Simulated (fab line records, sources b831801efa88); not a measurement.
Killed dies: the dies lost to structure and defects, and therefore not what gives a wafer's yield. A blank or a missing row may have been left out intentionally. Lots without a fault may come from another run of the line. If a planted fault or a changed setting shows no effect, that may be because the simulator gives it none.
Split-lot study + flow gf180mcu + 23 wafers read from 5 lots, route of 602 steps

== SPLIT DETAILS ==
At GF_TOP_METAL_DEVELOP_13 (develop time 60 s), the setting dev-temp-c was moved away from the recipe's 23 C on 8 of the 23 wafers read, by -14.0% to -12.1%. The other wafers ran this setting at the recipe's value.

The file shows no step between the split and the reading.

== THE READING ==
cd-nm (nm) at GF_TOP_METAL_CD_MEAS_14, where the cd target is 440 nm. A value of 440.2 nm with a standard deviation of 2.2 nm is what fault-free wafers of this fab line usually give.

| wafer  | tool, chamber at the split | dev-temp-c as run, C | against the recipe | cd-nm, nm | against lot-mates on the recipe |
|--------|----------------------------|----------------------|--------------------|-----------|---------------------------------|
| L076.1 | litho-track-02, 0          | 20.07                | -12.7%             | 432.8     | -7.5                            |
| L076.2 | litho-track-02, 0          | 20.07                | -12.7%             | 432.8     | -7.5                            |
| L076.3 | litho-track-02, 0          | 23                   | recipe             | 440.1     | -                               |
| L076.4 | litho-track-02, 0          | 23                   | recipe             | 441.1     | -                               |
| L076.5 | litho-track-02, 0          | 23                   | recipe             | 439.7     | -                               |
| L078.2 | litho-track-02, 0          | 23                   | recipe             | 445.3     | -                               |
| L078.3 | litho-track-02, 0          | 23                   | recipe             | 443.9     | -                               |
| L078.4 | litho-track-02, 0          | 23                   | recipe             | 443.9     | -                               |
| L078.5 | litho-track-02, 0          | 23                   | recipe             | 442.9     | -                               |
| L078.6 | litho-track-02, 0          | 23                   | recipe             | 445.7     | -                               |
| L079.1 | litho-track-02, 0          | 23                   | recipe             | 436.4     | -                               |
| L079.4 | litho-track-02, 0          | 23                   | recipe             | 440.5     | -                               |
| L079.5 | litho-track-02, 0          | 23                   | recipe             | 438.7     | -                               |
| L082.1 | litho-track-03, 0          | 23                   | recipe             | 441.4     | -                               |
| L082.2 | litho-track-03, 0          | 19.77                | -14.0%             | 434.7     | -6.8                            |
| L082.3 | litho-track-03, 0          | 23                   | recipe             | 441.5     | -                               |
| L082.5 | litho-track-03, 0          | 19.77                | -14.0%             | 434.5     | -6.9                            |
| L082.6 | litho-track-03, 0          | 19.77                | -14.0%             | 437.0     | -4.4                            |
| L084.1 | litho-track-02, 0          | 20.22                | -12.1%             | 431.9     | -5.1                            |
| L084.2 | litho-track-02, 0          | 23                   | recipe             | 436.2     | -                               |
| L084.4 | litho-track-02, 0          | 20.22                | -12.1%             | 432.4     | -4.6                            |
| L084.5 | litho-track-02, 0          | 23                   | recipe             | 437.8     | -                               |
| L084.6 | litho-track-02, 0          | 20.22                | -12.1%             | 431.7     | -5.3                            |

FIT RESULTS
A straight line over all 23 wafers: cd-nm changes by +0.564 nm for each +1% of dev-temp-c; r = +0.80; the points scatter about the line by 2.8 nm.
The same after taking each lot's own level away (the mean of its wafers on the recipe; 23 wafers): +0.463 nm for each +1%; r = +0.94; scatter 1.1 nm.
On that fit, the largest move of dev-temp-c shifts the reading by 6.5 nm.
The span of the lots' own levels, 437.00 to 444.34 nm, comes to 3.3 times the standard deviation stated above.
So the lot-to-lot level blurs the effect unless lot-mates are compared.
Check: for one of the wafers moved furthest among these (-14.0%), held out of the fit, the line's prediction against its lot-mates is -6.46 nm. Against them it came out at -6.75 nm.

== FURTHER SPLITS ON THESE WAFERS ==
These wafers also went through other splits before the reading. Each is held against what the fit with the lots' levels taken away leaves over:
| other split on the same wafers       | wafers away from the commonest value | r with cd-nm (lot level and that fit taken away) |
|--------------------------------------|--------------------------------------|--------------------------------------------------|
| GF_M5_METAL_ETCH_10 icp-w            | 5                                    | -0.17                                            |
| GF_V5_PEB_12 peb-time-s              | 9                                    | -0.10                                            |
| GF_V5_SPUTTER_21 chamber-pressure-pa | 15                                   | +0.01                                            |
| GF_TOP_METAL_SPUTTER_02 time-s       | 8                                    | +0.17                                            |

== THE FILE'S OWN FIT ==
cd-nm changes by +0.476 nm for each +1% of dev-temp-c, r = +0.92.
